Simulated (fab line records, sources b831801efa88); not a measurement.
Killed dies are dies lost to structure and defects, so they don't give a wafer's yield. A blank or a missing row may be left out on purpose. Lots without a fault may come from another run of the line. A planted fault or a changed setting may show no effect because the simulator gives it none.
fab line records | flow sky130
record lots=5 wafers=15 last_day=49
route steps=708 shown RES_PROTECT@206 POLY_GATE@213 LDD_N@237
lots that met no fault: from a run of the same line without faults
start_h: hours from the record's first day to the start of the lot's first wafer shown | wait_h: hours since the lot's step before | " the same as in the row above | L1.1+2: a row that stands for several wafers | - no value, or no start given | * or withheld: withheld | < > ~ a bound
route shown NAME@n: a module of which the file shows steps, and the number in the route of the first | usual: mean/standard deviation of fault-free wafers | same: alike in all rows | chamber/n: place in a boat | sites: the reading at each site | _std_site: their standard deviation | _edge_site: outer sites' mean less inner sites' | radius_mm: how far each site lies from the wafer's centre | mask NAME#n: copy n | behind: the tool/chamber that last shaped the wafer | hold: why the lot was held/for how many hours/how that ended | device: the transistor (n, p or np) that didn't switch | end of line: the same wafers' tests at the end of the route | a step without rows: its recipe alone | killed: dies lost to structure and defects at the first sort, not the wafer's yield | map: a wafer's dies, x killed, . not, _ none there
set.NAME: the setting as run; set.NAME@STEP: as run at that earlier step | model.NAME: the simulator's own value behind a step, which no gauge read
lots at some steps of the route; a table a step, a row a wafer
services: from which hour (start_h, from the record's first day; less than 0 if before it) a tool's chamber was out of use, for how many hours, and why
## steps
# step SKY_RES_PROTECT_DEHYDRATE_00
# recipe temp_c=200 time_s=60
# columns lot.wafer tool chamber start_h wait_h
L077.1+3+5 litho_track-03 0 355.27 12.8
L079.2+4+5 litho_track-01 0 370.51 13.9
L082.1+3+4 litho_track-01 0 396.94 13.7
L086.3+4+6 litho_track-01 0 444.29 14.6
L089.2+3+6 litho_track-04 0 479.87 14.3
# step SKY_RES_PROTECT_HMDS_01
# recipe prime_time_s=60 prime_temp_c=120
# columns lot.wafer tool chamber start_h wait_h
L077.1+3+5 litho_track-03 0 355.42 0.1
L079.2+4+5 litho_track-01 0 370.66 0.1
L082.1+3+4 litho_track-01 0 397.09 0.1
L086.3+4+6 litho_track-01 0 444.44 0.1
L089.2+3+6 litho_track-04 0 480.02 0.1
# step SKY_RES_PROTECT_COAT_02
# recipe resist=NOVOLAK spin_rpm=3036 resist_thk_nm=1140
# columns lot.wafer tool chamber start_h wait_h
L077.1+3+5 litho_track-03 0 355.57 0.1
L079.2+4+5 litho_track-01 0 370.81 0.1
L082.1+3+4 litho_track-01 0 397.24 0.1
L086.3+4+6 litho_track-01 0 444.59 0.1
L089.2+3+6 litho_track-04 0 480.17 0.1
# step SKY_RES_PROTECT_SOFTBAKE_03
# recipe temp_c=90 time_s=60 resist=NOVOLAK
# columns lot.wafer tool chamber start_h wait_h
L077.1+3+5 litho_track-03 0 355.72 0.1
L079.2+4+5 litho_track-01 0 370.96 0.1
L082.1+3+4 litho_track-01 0 397.39 0.1
L086.3+4+6 litho_track-01 0 444.74 0.1
L089.2+3+6 litho_track-04 0 480.32 0.1
# step SKY_RES_PROTECT_EXPOSE_04
# recipe mask_id=RPM na=0.6 source_shape=conventional sigma_outer=0.6 polarization=unpolarized target_cd_nm=1270 dose_mj=131
# columns lot.wafer tool chamber start_h wait_h mask
L077.1+3+5 iline_stepper-01 0 - - RPM#0
L079.2+4+5 iline_stepper-02 0 - - RPM#0
L082.1+3+4 iline_stepper-02 0 - - RPM#0
L086.3+4+6 iline_stepper-02 0 - - RPM#0
L089.2+3+6 iline_stepper-01 0 - - RPM#0
# step SKY_RES_PROTECT_PEB_05
# recipe temp_c=withheld time_s=* resist=NOVOLAK
# columns lot.wafer tool chamber start_h wait_h
L077.1+3+5 litho_track-01 0 - -
L079.2+4+5 litho_track-03 0 - -
L082.1+3+4 litho_track-04 0 - -
L086.3+4+6 litho_track-01 0 - -
L089.2+3+6 litho_track-03 0 - -
# step SKY_RES_PROTECT_DEVELOP_06
# recipe resist=NOVOLAK developer=TMAH develop_time_s=60 dev_temp_c=23
# columns lot.wafer tool chamber start_h wait_h
L077.1+3+5 litho_track-01 0 369.69 0.1
L079.2+4+5 litho_track-03 0 384.15 0.1
L082.1+3+4 litho_track-04 0 411.74 0.1
L086.3+4+6 litho_track-01 0 460.24 0.1
L089.2+3+6 litho_track-03 0 495.70 0.1
# step SKY_POLY_GATE_IMPLANT_02
# recipe species=P energy_kev=30 dose_cm2=7.7e+15 tilt_deg=0
# same implant_ion_amu=31
# columns lot.wafer tool chamber start_h wait_h
L077.1+3+5 implanter-01 0 369.84 0.1
L079.2+4+5 implanter-01 0 384.30 0.1
L082.1+3+4 implanter-01 0 411.89 0.1
L086.3+4+6 implanter-03 0 460.39 0.1
L089.2+3+6 implanter-01 0 495.85 0.1
# step SKY_RES_PROTECT_STRIP_07
# recipe chemistry=O2/N2 power_w=1400 pressure_mtorr=1500 platen_temp_c=withheld o2_flow_sccm=3000 n2_flow_sccm=300 overash_fraction=0.5
# usual drypump_motor_current_A=5.5/0.44 o2_flow_sccm=2999/9 oes_product_au=0.517/0.005 strip_time_to_endpoint_s=23.22/0.043
# same overash_fraction=0.5
# columns lot.wafer tool chamber start_h wait_h drypump_motor_current_A o2_flow_sccm oes_product_au rf_hours_counter_h strip_time_to_endpoint_s
L077.1 plasma_asher-04 0 369.99 0.1 6.2 2995 0.522 66 23.21
L077.3 " 1 " " 5.5 3010 0.512 - 23.23
L077.5 " 0 " " 6.2 2996 0.512 - 23.23
L079.2 plasma_asher-02 0 384.42 0.1 5.1 3003 0.521 58 23.20
L079.4 " 0 " " 5.1 3004 0.511 - 23.22
L079.5 " 1 " " 5.2 3002 0.515 - 23.18
L082.1 plasma_asher-01 0 412.04 0.1 5.4 2995 0.519 27 23.20
L082.3 " 1 " " 6.2 2997 0.512 - 23.21
L082.4 " 0 " " 5.4 3000 0.510 - 23.21
L086.3 plasma_asher-02 1 460.52 0.1 5.2 2999 0.516 - 23.18
L086.4 " 0 " " 5.1 2986 0.517 - 23.22
L086.6 " 0 " " 5.2 2990 0.514 - 23.24
L089.2 plasma_asher-02 1 495.97 0.1 5.2 2987 0.519 71 23.18
L089.3 " 1 " " 5.2 2987 0.507 - 23.19
L089.6 " 0 " " 5.2 2988 0.514 - 23.22
# step SKY_RES_PROTECT_TW_MEAS_08
# usual POLY_GATE_TW=4042/37
# columns lot.wafer tool chamber start_h wait_h POLY_GATE_TW
L077.1 film_metro-04 - 370.09 0.1 4062
L077.3 " - " " 4077
L077.5 " - " " 4096
L079.2 film_metro-01 - 384.53 0.1 4060
L079.4 " - " " 4068
L079.5 " - " " 4079
L082.1 film_metro-04 - 412.14 0.1 4062
L082.3 " - " " 4071
L082.4 " - " " 4061
L086.3 film_metro-04 - 460.61 0.1 4057
L086.4 " - " " 4064
L086.6 " - " " 4084
L089.2 film_metro-04 - 496.08 0.1 4067
L089.3 " - " " 4064
L089.6 " - " " 4078
# step SKY_RES_PROTECT_CLEAN_09
# recipe chemistry=SC1/SC2 mix=1:4:20 temp_c=70 time_s=150 dry=n2_spin
# columns lot.wafer tool chamber start_h wait_h
L077.1+3+5 wet_bench-02 2 370.15 0.1
L079.2+4+5 wet_bench-04 2 384.58 0.0
L082.1+3+4 wet_bench-01 2 412.20 0.1
L086.3+4+6 wet_bench-02 1 460.65 0.0
L089.2+3+6 wet_bench-04 0 496.13 0.0
# step SKY_POLY_GATE_CVD_03
# recipe material=Si3N4 precursor=DCS/NH3 target_thk_nm=75 temp_c=770 time_s=1290 pressure_mtorr=250
# usual zone_power_top_pct=23.9/0.42
# columns lot.wafer tool chamber start_h wait_h zone_power_top_pct
L077.1 lpcvd-02 1 370.20 0.0 23.8
L077.3 " 1 " " 23.4
L077.5 " 1 " " 24.1
L079.2 lpcvd-02 1 387.01 2.4 23.4
L079.4 " 1 " " 23.9
L079.5 " 1 " " 23.7
L082.1 lpcvd-02 1 414.49 2.2 23.5
L082.3 " 1 " " 23.7
L082.4 " 1 " " 23.9
L086.3 lpcvd-02 1 462.37 1.7 23.5
L086.4 " 1 " " 23.8
L086.6 " 1 " " 23.8
L089.2 lpcvd-02 1 496.18 0.0 24.0
L089.3 " 1 " " 24.0
L089.6 " 1 " " 23.6
# step SKY_POLY_GATE_THK_MEAS_04
# recipe reads=Si3N4_of_POLY_GATE_CVD_03
# usual POLY_GATE_CVD_03_THK=75.0/0.63
# columns lot.wafer tool chamber start_h wait_h POLY_GATE_CVD_03_THK[nm]
L077.1 film_metro-03 - 371.56 0.0 74.1
L077.3 " - " " 74.7
L077.5 " - " " 74.4
L079.2 film_metro-02 - 388.38 0.0 74.5
L079.4 " - " " 74.8
L079.5 " - " " 74.9
L082.1 film_metro-02 - 415.85 0.0 75.4
L082.3 " - " " 75.9
L082.4 " - " " 75.7
L086.3 film_metro-01 - 463.74 0.0 76.0
L086.4 " - " " 75.4
L086.6 " - " " 76.1
L089.2 film_metro-01 - 497.55 0.0 75.1
L089.3 " - " " 75.0
L089.6 " - " " 75.0
# step SKY_POLY_GATE_DEHYDRATE_05
# recipe temp_c=200 time_s=60
# columns lot.wafer tool chamber start_h wait_h
L077.1+3+5 litho_track-01 0 384.59 13.0
L079.2+4+5 litho_track-01 0 402.41 14.0
L082.1+3+4 litho_track-04 0 430.59 14.7
L086.3+4+6 litho_track-04 0 477.84 14.1
L089.2+3+6 litho_track-02 0 511.90 14.3
# step SKY_POLY_GATE_HMDS_06
# recipe prime_time_s=60 prime_temp_c=120
# columns lot.wafer tool chamber start_h wait_h
L077.1+3+5 litho_track-01 0 384.74 0.1
L079.2+4+5 litho_track-01 0 402.56 0.1
L082.1+3+4 litho_track-04 0 430.74 0.1
L086.3+4+6 litho_track-04 0 477.99 0.1
L089.2+3+6 litho_track-02 0 512.05 0.1
# step SKY_POLY_GATE_COAT_07
# recipe resist=BARC temp_c=withheld time_s=withheld spin_rpm=3000 resist_thk_nm=110
# columns lot.wafer tool chamber start_h wait_h
L077.1+3+5 litho_track-01 0 384.89 0.1
L079.2+4+5 litho_track-01 0 402.71 0.1
L082.1+3+4 litho_track-04 0 430.89 0.1
L086.3+4+6 litho_track-04 0 478.14 0.1
L089.2+3+6 litho_track-02 0 512.20 0.1
# step SKY_POLY_GATE_COAT_08
# recipe resist=KrF-thick spin_rpm=3000 resist_thk_nm=450
# columns lot.wafer tool chamber start_h wait_h
L077.1+3+5 litho_track-01 0 - -
L079.2+4+5 litho_track-01 0 - -
L082.1+3+4 litho_track-04 0 - -
L086.3+4+6 litho_track-04 0 - -
L089.2+3+6 litho_track-02 0 - -
# step SKY_POLY_GATE_SOFTBAKE_09
# recipe temp_c=100 time_s=90 resist=KrF-thick
# columns lot.wafer tool chamber start_h wait_h
L077.1+3+5 litho_track-01 0 - -
L079.2+4+5 litho_track-01 0 - -
L082.1+3+4 litho_track-04 0 - -
L086.3+4+6 litho_track-04 0 - -
L089.2+3+6 litho_track-02 0 - -
# step SKY_POLY_GATE_EXPOSE_10
# recipe mask_id=P1M na=0.68 source_shape=conventional sigma_outer=0.6 target_cd_nm=150 dose_mj=28
# columns lot.wafer tool chamber start_h wait_h mask
L077.1+3+5 krf_scanner-01 0 - - P1M#0
L079.2+4+5 krf_scanner-01 0 - - P1M#0
L082.1+3+4 krf_scanner-01 0 - - P1M#0
L086.3+4+6 krf_scanner-01 0 - - P1M#0
L089.2+3+6 krf_scanner-02 0 - - P1M#0
# step SKY_POLY_GATE_PEB_11
# recipe peb_temp_c=withheld peb_time_s=withheld resist=KrF-thick
# columns lot.wafer tool chamber start_h wait_h
L077.1+3+5 litho_track-02 0 - -
L079.2+4+5 litho_track-02 0 - -
L082.1+3+4 litho_track-04 0 - -
L086.3+4+6 litho_track-02 0 - -
L089.2+3+6 litho_track-01 0 - -
# step SKY_POLY_GATE_DEVELOP_12
# recipe develop_time_s=60 resist=KrF-thick dev_temp_c=21
# columns lot.wafer tool chamber start_h wait_h
L077.1+3+5 litho_track-02 0 - -
L079.2+4+5 litho_track-02 0 - -
L082.1+3+4 litho_track-04 0 - -
L086.3+4+6 litho_track-02 0 - -
L089.2+3+6 litho_track-01 0 - -
# step SKY_POLY_GATE_CD_MEAS_13
# recipe target_cd_nm=150
# usual cd_nm=150.2/1.1
# columns lot.wafer tool chamber start_h wait_h cd_nm
L077.1 cd_sem-01 - 399.37 - 150.6
L077.3 " - " " 151.9
L077.5 " - " " 152.4
L079.2 cd_sem-01 - 417.94 - 150.6
L079.4 " - " " 150.0
L079.5 " - " " 150.3
L082.1 cd_sem-01 - 446.49 - 151.0
L082.3 " - " " 150.7
L082.4 " - " " 151.8
L086.3 cd_sem-01 - 494.11 - 150.5
L086.4 " - " " 151.4
L086.6 " - " " 150.1
L089.2 cd_sem-01 - 528.21 - 150.7
L089.3 " - " " 151.0
L089.6 " - " " 151.7
# step SKY_POLY_GATE_OVL_MEAS_14
# usual POLY_GATE_OVL=0/5.5
# columns lot.wafer tool chamber start_h wait_h POLY_GATE_OVL[nm]
L077.1 overlay-01 - 399.49 0.1 -3
L077.3 " - " " -2
L077.5 " - " " -3
L079.2 overlay-01 - 418.05 0.1 -1
L079.4 " - " " -7
L079.5 " - " " -4
L082.1 overlay-01 - 446.61 0.1 -8
L082.3 " - " " -6
L082.4 " - " " -5
L086.3 overlay-02 - 494.21 0.1 0
L086.4 " - " " 8
L086.6 " - " " 10
L089.2 overlay-02 - 528.31 0.1 5
L089.3 " - " " 4
L089.6 " - " " 5
# step SKY_POLY_GATE_ETCH_15
# recipe chemistry=N2/H2 target=BARC ion_energy_ev=200 source_w=500 bias_w=100 pressure_mtorr=30 n2_flow_sccm=100 h2_flow_sccm=200 stop_on=SiO2 time_s=118.5 target_depth_a=1100
# usual drypump_motor_current_A=5.5/0.42 h2_flow_sccm=200.0/0.6 oes_product_au=0.716/0.0049 throttle_valve_pct=13.214/0.0094
# columns lot.wafer tool chamber start_h wait_h drypump_motor_current_A h2_flow_sccm oes_product_au rf_hours_counter_h throttle_valve_pct
L077.1 rie_diel-03 1 399.53 0.0 5.4 199.2 0.721 102 13.210
L077.3 " 0 " " 5.9 199.7 0.710 18 13.205
L077.5 " 1 " " 5.4 199.6 0.716 - 13.232
L079.2 rie_diel-02 0 418.08 0.0 5.9 200.5 0.711 73 13.225
L079.4 " 1 " " 5.4 199.3 0.715 3 13.218
L079.5 " 1 " " 5.4 199.3 0.721 - 13.202
L082.1 rie_diel-02 2 446.65 0.0 6.3 198.9 0.712 99 13.210
L082.3 " 1 " " 5.4 199.8 0.709 3 13.224
L082.4 " 0 " " 5.9 198.6 0.710 74 13.223
L086.3 rie_diel-02 2 494.23 0.0 6.3 199.5 0.721 0 13.211
L086.4 " 3 " " 6.0 200.3 0.722 5 13.206
L086.6 " 2 " " 6.2 200.7 0.715 - 13.227
L089.2 rie_diel-03 1 528.34 0.0 5.4 199.7 0.715 1 13.209
L089.3 " 0 " " 5.9 200.5 0.717 21 13.220
L089.6 " 2 " " 5.1 199.9 0.711 - 13.199
# step SKY_POLY_GATE_ETCH_16
# recipe stop_on=poly-Si chemistry=CH3F/O2 target=Si3N4 source_w=400 bias_w=80 pressure_mtorr=25 ch3f_flow_sccm=40 O2_flow_sccm=30 time_s=147.5 target_depth_a=750
# usual drypump_motor_current_A=5.5/0.42 oes_product_au=0.640/0.0049 throttle_valve_pct=10.535/0.0095
# columns lot.wafer tool chamber start_h wait_h drypump_motor_current_A oes_product_au rf_hours_counter_h throttle_valve_pct
L077.1 rie_diel-03 1 399.61 0.0 5.4 0.631 102 10.538
L077.3 " 0 " " 5.9 0.636 18 10.529
L077.5 " 1 " " 5.4 0.630 - 10.544
L079.2 rie_diel-02 0 418.16 0.0 5.9 0.643 73 10.528
L079.4 " 1 " " 5.4 0.635 3 10.538
L079.5 " 1 " " 5.4 0.639 - 10.509
L082.1 rie_diel-02 2 446.73 0.0 6.2 0.637 99 10.547
L082.3 " 1 " " 5.4 0.638 3 10.533
L082.4 " 0 " " 6.0 0.645 74 10.543
L086.3 rie_diel-02 2 494.31 0.0 6.3 0.649 0 10.535
L086.4 " 3 " " 6.0 0.634 5 10.533
L086.6 " 2 " " 6.2 0.649 - 10.537
L089.2 rie_diel-03 1 528.43 0.0 5.4 0.638 1 10.535
L089.3 " 0 " " 5.9 0.640 21 10.545
L089.6 " 2 " " 5.1 0.644 - 10.535
# step SKY_POLY_GATE_ETCH_17
# recipe target_depth_nm=180 stop_on=SiO2 over_etch_frac=0.5925 chemistry=HBr/Cl2 target=poly-Si icp_w=400 bias_w=100 pressure_mtorr=10 HBr_flow_sccm=150 Cl2_flow_sccm=50 time_s=70.5
# usual drypump_motor_current_A=5.6/0.36 oes_product_au=0.976/0.0074 throttle_valve_pct=33.684/0.0077
# same over_etch_frac=0.5925
# columns lot.wafer tool chamber start_h wait_h drypump_motor_current_A oes_product_au rf_hours_counter_h throttle_valve_pct
L077.1 rie_si-01 3 399.71 0.0 5.2 0.967 4 33.671
L077.3 " 1 " " 5.2 0.967 20 33.679
L077.5 " 2 " " 5.6 0.977 - 33.687
L079.2 rie_si-02 1 418.26 0.0 5.8 0.973 1 33.686
L079.4 " 1 " " 5.8 0.969 - 33.684
L079.5 " 2 " " 6.3 0.981 - 33.682
L082.1 rie_si-01 1 446.83 0.0 5.2 0.994 20 33.692
L082.3 " 3 " " 5.2 0.984 4 33.687
L082.4 " 2 " " 5.5 0.983 3 33.685
L086.3 rie_si-01 0 494.41 0.0 5.5 0.982 2 33.680
L086.4 " 3 " " 5.1 0.983 5 33.667
L086.6 " 1 " " 5.2 0.982 - 33.686
L089.2 rie_si-01 1 528.53 0.0 5.2 0.982 20 33.674
L089.3 " 2 " " 5.6 0.980 3 33.700
L089.6 " 3 " " 5.2 0.982 - 33.686
# step SKY_POLY_GATE_STRIP_18
# recipe chemistry=O2/N2 power_w=1400 pressure_mtorr=1500 platen_temp_c=withheld o2_flow_sccm=3000 n2_flow_sccm=300 overash_fraction=0.5
# usual drypump_motor_current_A=5.6/0.46 o2_flow_sccm=3001/9.4 oes_product_au=0.360/0.0046 strip_time_to_endpoint_s=3.14/0.036
# same overash_fraction=0.5
# columns lot.wafer tool chamber start_h wait_h drypump_motor_current_A o2_flow_sccm oes_product_au rf_hours_counter_h strip_time_to_endpoint_s
L077.1 plasma_asher-03 1 399.77 0.0 5.9 2991 0.357 69 3.14
L077.3 " 1 " " 5.9 3000 0.357 - 3.17
L077.5 " 1 " " 5.9 3004 0.356 - 3.11
L079.2 plasma_asher-03 0 418.32 0.0 6.3 2993 0.357 71 3.16
L079.4 " 0 " " 6.3 2989 0.363 - 3.15
L079.5 " 0 " " 6.3 2998 0.362 - 3.10
L082.1 plasma_asher-02 0 446.88 0.0 5.2 2987 0.358 65 3.14
L082.3 " 0 " " 5.1 2986 0.358 - 3.09
L082.4 " 1 " " 5.2 2994 0.360 - 3.11
L086.3 plasma_asher-02 1 494.50 0.1 5.2 2998 0.362 - 3.10
L086.4 " 0 " " 5.1 2999 0.360 - 3.16
L086.6 " 0 " " 5.2 3005 0.360 - 3.09
L089.2 plasma_asher-04 0 528.58 0.0 6.2 3001 0.363 83 3.12
L089.3 " 1 " " 5.5 2996 0.354 - 3.13
L089.6 " 0 " " 6.2 3002 0.352 - 3.12
# step SKY_POLY_GATE_CLEAN_19
# recipe chemistry=SC1/SC2 mix=1:4:20 temp_c=70 time_s=150 dry=n2_spin
# columns lot.wafer tool chamber start_h wait_h
L077.1+3+5 wet_bench-02 3 399.87 0.1
L079.2+4+5 wet_bench-02 1 418.42 0.1
L082.1+3+4 wet_bench-01 3 446.98 0.1
L086.3+4+6 wet_bench-01 0 494.57 0.0
L089.2+3+6 wet_bench-03 3 528.68 0.1
# step SKY_POLY_GATE_OXIDATION_20
# recipe temp_c=850 ambient=O2 stabilise_s=600 purge_s=300 target_thk_a=40 ox_time_s=899
# usual tube_center_temp_C=850/0.08 zone_power_top_pct=31.3/0.33
# same purge_s=300
# columns lot.wafer tool chamber start_h wait_h tube_center_temp_C zone_power_top_pct
L077.1 furnace-02 0 400.60 0.7 850.13 31.8
L077.3 " 0 " " 850.07 31.5
L077.5 " 0 " " 849.97 31.4
L079.2 furnace-02 0 418.62 0.2 850.16 31.7
L079.4 " 0 " " 850.03 31.0
L079.5 " 0 " " 849.97 31.4
L082.1 furnace-02 0 447.04 0.0 850.04 31.8
L082.3 " 0 " " 850 31.7
L082.4 " 0 " " 849.99 31.3
L086.3 furnace-02 0 494.62 0.0 850.05 32.0
L086.4 " 0 " " 850.01 31.2
L086.6 " 0 " " 849.96 32.1
L089.2 furnace-01 0 528.73 0.0 850.06 31.4
L089.3 " 0 " " 849.96 31.2
L089.6 " 0 " " 850.09 31.1
# step SKY_POLY_GATE_THK_MEAS_21
# recipe reads=SiO2_of_POLY_GATE_OXIDATION_20
# usual POLY_GATE_OXIDATION_THK=4.01/0.089
# columns lot.wafer tool chamber start_h wait_h POLY_GATE_OXIDATION_THK[nm]
L077.1 film_metro-01 - 401.85 0.0 3.89
L077.3 " - " " 3.90
L077.5 " - " " 3.98
L079.2 film_metro-01 - 419.88 0.0 3.94
L079.4 " - " " 3.93
L079.5 " - " " 3.92
L082.1 film_metro-03 - 448.29 0.0 4.01
L082.3 " - " " 4.02
L082.4 " - " " 3.99
L086.3 film_metro-01 - 495.89 0.0 3.97
L086.4 " - " " 4.03
L086.6 " - " " 3.89
L089.2 film_metro-02 - 529.99 0.0 4.06
L089.3 " - " " 4.03
L089.6 " - " " 4.02
# step SKY_POLY_GATE_CD_MEAS_22
# usual cd_nm=150.8/1.9
# columns lot.wafer tool chamber start_h wait_h cd_nm
L077.1 cd_sem-02 - 401.91 0.1 151.7
L077.3 " - " " 156.2
L077.5 " - " " 153.6
L079.2 cd_sem-02 - 419.96 0.1 149.0
L079.4 " - " " 150.6
L079.5 " - " " 151.7
L082.1 cd_sem-01 - 448.35 0.1 151.6
L082.3 " - " " 151.9
L082.4 " - " " 150.1
L086.3 cd_sem-01 - 495.98 0.1 151.7
L086.4 " - " " 154.7
L086.6 " - " " 154.3
L089.2 cd_sem-01 - 530.07 0.1 151.6
L089.3 " - " " 153.3
L089.6 " - " " 154.4
# step SKY_LDD_N_DEHYDRATE_00
# recipe temp_c=200 time_s=60
# columns lot.wafer tool chamber start_h wait_h
L077.1+3+5 litho_track-01 0 416.44 14.5
L079.2+4+5 litho_track-02 0 435.15 15.2
L082.1+3+4 litho_track-01 0 462.79 14.4
L086.3+4+6 litho_track-03 0 510.47 14.5
L089.2+3+6 litho_track-01 0 544.61 14.5
# step SKY_LDD_N_HMDS_01
# recipe prime_time_s=60 prime_temp_c=120
# columns lot.wafer tool chamber start_h wait_h
L077.1+3+5 litho_track-01 0 416.59 0.1
L079.2+4+5 litho_track-02 0 435.30 0.1
L082.1+3+4 litho_track-01 0 462.94 0.1
L086.3+4+6 litho_track-03 0 510.62 0.1
L089.2+3+6 litho_track-01 0 544.76 0.1
# step SKY_LDD_N_COAT_02
# recipe resist=NOVOLAK spin_rpm=3000 resist_thk_nm=300
# columns lot.wafer tool chamber start_h wait_h
L077.1+3+5 litho_track-01 0 416.74 0.1
L079.2+4+5 litho_track-02 0 435.45 0.1
L082.1+3+4 litho_track-01 0 463.09 0.1
L086.3+4+6 litho_track-03 0 510.77 0.1
L089.2+3+6 litho_track-01 0 544.91 0.1
# step SKY_LDD_N_SOFTBAKE_03
# recipe temp_c=90 time_s=60 resist=NOVOLAK
# columns lot.wafer tool chamber start_h wait_h
L077.1+3+5 litho_track-01 0 416.89 0.1
L079.2+4+5 litho_track-02 0 435.60 0.1
L082.1+3+4 litho_track-01 0 463.24 0.1
L086.3+4+6 litho_track-03 0 510.92 0.1
L089.2+3+6 litho_track-01 0 545.06 0.1
# step SKY_LDD_N_EXPOSE_04
# recipe mask_id=NTM target_cd_nm=840 na=0.6 source_shape=conventional sigma_outer=0.6 dose_mj=110
# columns lot.wafer tool chamber start_h wait_h mask
L077.1+3+5 iline_stepper-01 0 - - NTM#0
L079.2+4+5 iline_stepper-01 0 - - NTM#0
L082.1+3+4 iline_stepper-02 0 - - NTM#0
L086.3+4+6 iline_stepper-01 0 - - NTM#0
L089.2+3+6 iline_stepper-02 0 - - NTM#0
# step SKY_LDD_N_PEB_05
# recipe temp_c=withheld time_s=* resist=NOVOLAK
# columns lot.wafer tool chamber start_h wait_h
L077.1+3+5 litho_track-02 0 - -
L079.2+4+5 litho_track-02 0 - -
L082.1+3+4 litho_track-03 0 - -
L086.3+4+6 litho_track-02 0 - -
L089.2+3+6 litho_track-02 0 - -
# step SKY_LDD_N_DEVELOP_06
# recipe develop_time_s=60 dev_temp_c=23
# columns lot.wafer tool chamber start_h wait_h
L077.1+3+5 litho_track-02 0 431.72 0.1
L079.2+4+5 litho_track-02 0 450.40 0.1
L082.1+3+4 litho_track-03 0 478.02 0.1
L086.3+4+6 litho_track-02 0 526.32 0.1
L089.2+3+6 litho_track-02 0 560.00 0.1
# step SKY_LDD_N_OVL_MEAS_07
# usual LDD_N_OVL=-0.2/1.1
# columns lot.wafer tool chamber start_h wait_h LDD_N_OVL[nm]
L077.1 overlay-02 - 431.87 0.1 -1.2
L077.3 " - " " 0.1
L077.5 " - " " 1.3
L079.2 overlay-01 - 450.53 0.1 1.9
L079.4 " - " " 0.5
L079.5 " - " " 0.3
L082.1 overlay-01 - 478.17 0.1 -1.2
L082.3 " - " " 1.7
L082.4 " - " " -1.1
L086.3 overlay-02 - 526.44 0.1 0.9
L086.4 " - " " 0.3
L086.6 " - " " -0.3
L089.2 overlay-02 - 560.13 0.1 -0.6
L089.3 " - " " -1.8
L089.6 " - " " -0.7
# step SKY_LDD_N_IMPLANT_08
# recipe species=As energy_kev=20 dose_cm2=7.5e+13 tilt_deg=withheld rotation_deg=23
# same implant_ion_amu=75
# columns lot.wafer tool chamber start_h wait_h
L077.1+3+5 implanter-01 0 431.91 0.0
L079.2+4+5 implanter-03 0 450.59 0.0
L082.1+3+4 implanter-03 0 478.21 0.0
L086.3+4+6 implanter-02 0 526.51 0.1
L089.2+3+6 implanter-03 0 560.18 0.0
# step SKY_LDD_N_IMPLANT_09
# recipe species=As energy_kev=20 dose_cm2=7.5e+13 tilt_deg=withheld rotation_deg=113
# same implant_ion_amu=75
# columns lot.wafer tool chamber start_h wait_h
L077.1+3+5 implanter-01 0 432.06 0.1
L079.2+4+5 implanter-03 0 450.74 0.1
L082.1+3+4 implanter-03 0 478.36 0.1
L086.3+4+6 implanter-02 0 526.66 0.1
L089.2+3+6 implanter-03 0 560.33 0.1
# step SKY_LDD_N_IMPLANT_10
# recipe species=As energy_kev=20 dose_cm2=7.5e+13 tilt_deg=withheld rotation_deg=203
# same implant_ion_amu=75
# columns lot.wafer tool chamber start_h wait_h
L077.1+3+5 implanter-01 0 432.21 0.1
L079.2+4+5 implanter-03 0 450.89 0.1
L082.1+3+4 implanter-03 0 478.51 0.1
L086.3+4+6 implanter-02 0 526.81 0.1
L089.2+3+6 implanter-03 0 560.48 0.1
# step SKY_LDD_N_IMPLANT_11
# recipe species=As energy_kev=20 dose_cm2=7.5e+13 tilt_deg=withheld rotation_deg=293
# same implant_ion_amu=75
# columns lot.wafer tool chamber start_h wait_h
L077.1+3+5 implanter-01 0 432.36 0.1
L079.2+4+5 implanter-03 0 451.04 0.1
L082.1+3+4 implanter-03 0 478.66 0.1
L086.3+4+6 implanter-02 0 526.96 0.1
L089.2+3+6 implanter-03 0 560.63 0.1
# step SKY_LDD_N_IMPLANT_12
# recipe species=BF2 energy_kev=50 dose_cm2=5e+12 tilt_deg=30 rotation_deg=0
# same implant_ion_amu=49
# columns lot.wafer tool chamber start_h wait_h
L077.1+3+5 implanter-01 0 432.51 0.1
L079.2+4+5 implanter-03 0 451.19 0.1
L082.1+3+4 implanter-03 0 478.81 0.1
L086.3+4+6 implanter-02 0 527.11 0.1
L089.2+3+6 implanter-03 0 560.78 0.1
# step SKY_LDD_N_IMPLANT_13
# recipe species=BF2 energy_kev=50 dose_cm2=5e+12 tilt_deg=30 rotation_deg=90
# same implant_ion_amu=49
# columns lot.wafer tool chamber start_h wait_h
L077.1+3+5 implanter-01 0 432.66 0.1
L079.2+4+5 implanter-03 0 451.34 0.1
L082.1+3+4 implanter-03 0 478.96 0.1
L086.3+4+6 implanter-02 0 527.26 0.1
L089.2+3+6 implanter-03 0 560.93 0.1
# step SKY_LDD_N_IMPLANT_14
# recipe species=BF2 energy_kev=50 dose_cm2=5e+12 tilt_deg=30 rotation_deg=180
# same implant_ion_amu=49
# columns lot.wafer tool chamber start_h wait_h
L077.1+3+5 implanter-01 0 432.81 0.1
L079.2+4+5 implanter-03 0 451.49 0.1
L082.1+3+4 implanter-03 0 479.11 0.1
L086.3+4+6 implanter-02 0 527.41 0.1
L089.2+3+6 implanter-03 0 561.08 0.1
# step SKY_LDD_N_IMPLANT_15
# recipe species=BF2 energy_kev=50 dose_cm2=5e+12 tilt_deg=30 rotation_deg=270
# same implant_ion_amu=49
# columns lot.wafer tool chamber start_h wait_h
L077.1+3+5 implanter-01 0 432.96 0.1
L079.2+4+5 implanter-03 0 451.64 0.1
L082.1+3+4 implanter-03 0 479.26 0.1
L086.3+4+6 implanter-02 0 527.56 0.1
L089.2+3+6 implanter-03 0 561.23 0.1
## services
# columns tool chamber start_h hours kind
wet_bench-02 - 345.30 3.8 repair
krf_scanner-01 - 358.52 0.5 repair
iline_stepper-01 - 361.39 2.1 pm
furnace-02 - 368.94 5.1 pm
iline_stepper-02 - 372.32 1.7 pm
iline_stepper-01 - 382.54 1.7 pm
iline_stepper-02 - 388.28 1.0 repair
krf_scanner-01 - 399.18 1.0 pm
krf_scanner-01 - 418.58 7.2 pm
rie_diel-02 3 420.57 4.5 repair
implanter-02 - 438.60 2.8 pm
krf_scanner-01 - 439.90 0.8 pm
krf_scanner-01 - 453.71 0.6 repair
rie_diel-03 2 462.86 4.8 repair
implanter-03 - 470.69 1.3 repair
implanter-01 - 472.39 1.7 repair
rie_diel-03 3 473.99 12.2 repair
implanter-02 - 482.60 5.1 repair
implanter-02 - 501.98 5.1 pm
rie_diel-02 1 504.73 3.5 repair
plasma_asher-02 - 506.94 2.8 pm
rie_diel-02 2 513.66 10.8 repair
implanter-03 - 520.27 6.3 repair
implanter-01 - 553.22 3.3 pm
## key
fault none
